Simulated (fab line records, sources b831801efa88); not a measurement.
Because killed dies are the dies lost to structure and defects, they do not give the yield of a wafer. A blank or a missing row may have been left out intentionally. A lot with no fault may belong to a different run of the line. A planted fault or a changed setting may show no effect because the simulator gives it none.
Which tool did it?    flow sky130    14 lots, 42 wafers sampled, at 2 steps of a route of 708

== WHAT THE GAUGES READ, wafer by wafer ==
SKY_METAL4_OVL_MEAS_14.
lot   measured      on          METAL4_OVL (nm)
L476  day 41 14:44  overlay-01  -6 -12 -13
L477  day 41 18:18  overlay-01  2 -2 2
L479  day 42 13:52  overlay-01  -7 2 -4
L480  day 43 04:32  overlay-02  1 -5 -4
L482  day 43 18:14  overlay-01  0 2 1
L484  day 44 02:09  overlay-02  6 7 -2
L483  day 44 03:19  overlay-01  -7 -11 -5
L486  day 44 09:47  overlay-01  -2 -7 -3
L485  day 44 10:09  overlay-01  9 11 7
L488  day 45 01:30  overlay-01  -9 -2 -2
L495  day 46 19:47  overlay-01  -7 -2 -9
L496  day 47 02:57  overlay-02  3 7 7
L498  day 47 19:26  overlay-01  0 1 -7
L499  day 48 00:02  overlay-01  -7 -7 -5

SKY_VIA4_RS_MEAS_19: measurement is done with a four-point probe.
lot   measured      on             VIA4_W_RS (ohm/sq)
L476  day 42 16:17  film-metro-03  0.2248 0.2245 0.2271
L477  day 42 19:42  film-metro-02  0.2297 0.2316 0.2336
L479  day 43 14:09  film-metro-04  0.2247 0.2265 0.2258
L480  day 44 05:10  film-metro-04  0.2228 0.2279 0.2279
L482  day 44 19:17  film-metro-04  0.2275 0.2281 0.2292
L484  day 45 02:42  film-metro-04  0.2257 0.2276 0.2274
L483  day 45 03:08  film-metro-04  0.2292 0.2257 0.2271
L486  day 45 09:44  film-metro-03  0.2295 0.2294 0.2281
L485  day 45 10:17  film-metro-02  0.2301 0.2291 0.2282
L488  day 46 00:59  film-metro-02  0.2280 0.2298 0.2268
L495  day 47 18:35  film-metro-03  0.2232 0.2266 0.2273
L496  day 48 01:04  film-metro-02  0.2328 0.2289 0.2310
L498  day 48 17:10  film-metro-04  0.2286 0.2228 0.2250
L499  day 48 20:17  film-metro-03  0.2282 0.2266 0.2281

== WHAT TOOL EACH LOT RAN ON (gives the tool, then ch and the chambers of the sampled wafers, and finally the start) ==
There is no process step in the record ahead of these readings.

== WHAT THE TOOLS THEMSELVES READ (means of the sampled wafers that have a number; where no wafer has one, the mark that the record gives instead) ==
The record holds no such reading with a usual standard deviation.

== THE ANSWER, worked out from the rows above alone ==
Rule: the usual values come from the lots themselves. The widest of any qualifying gaps counts: lots, ordered by their means at a reading, are off when they make up no more than a third of the lots, leave a main group of 4 or more, and stand apart from it by 3 or more times the standard deviation of that group's means. If all means in a main group match to the digits the tables above print for the reading, that group is not used. A lot without any number at a reading at which 4 lots or more have one is off too. All remaining lots with rows at the step are treated as sound. The gauges are gone through in route order, then the tools' own readings, and for those a lot's mean is taken as printed above. At the first step where some lot is off, the reading lying furthest off is the one used; lots without a number count as furthest.
Nothing can be told from this: no lot is off at any reading shown.

== WHAT HAD BEEN PUT IN BY THE SIMULATOR ==
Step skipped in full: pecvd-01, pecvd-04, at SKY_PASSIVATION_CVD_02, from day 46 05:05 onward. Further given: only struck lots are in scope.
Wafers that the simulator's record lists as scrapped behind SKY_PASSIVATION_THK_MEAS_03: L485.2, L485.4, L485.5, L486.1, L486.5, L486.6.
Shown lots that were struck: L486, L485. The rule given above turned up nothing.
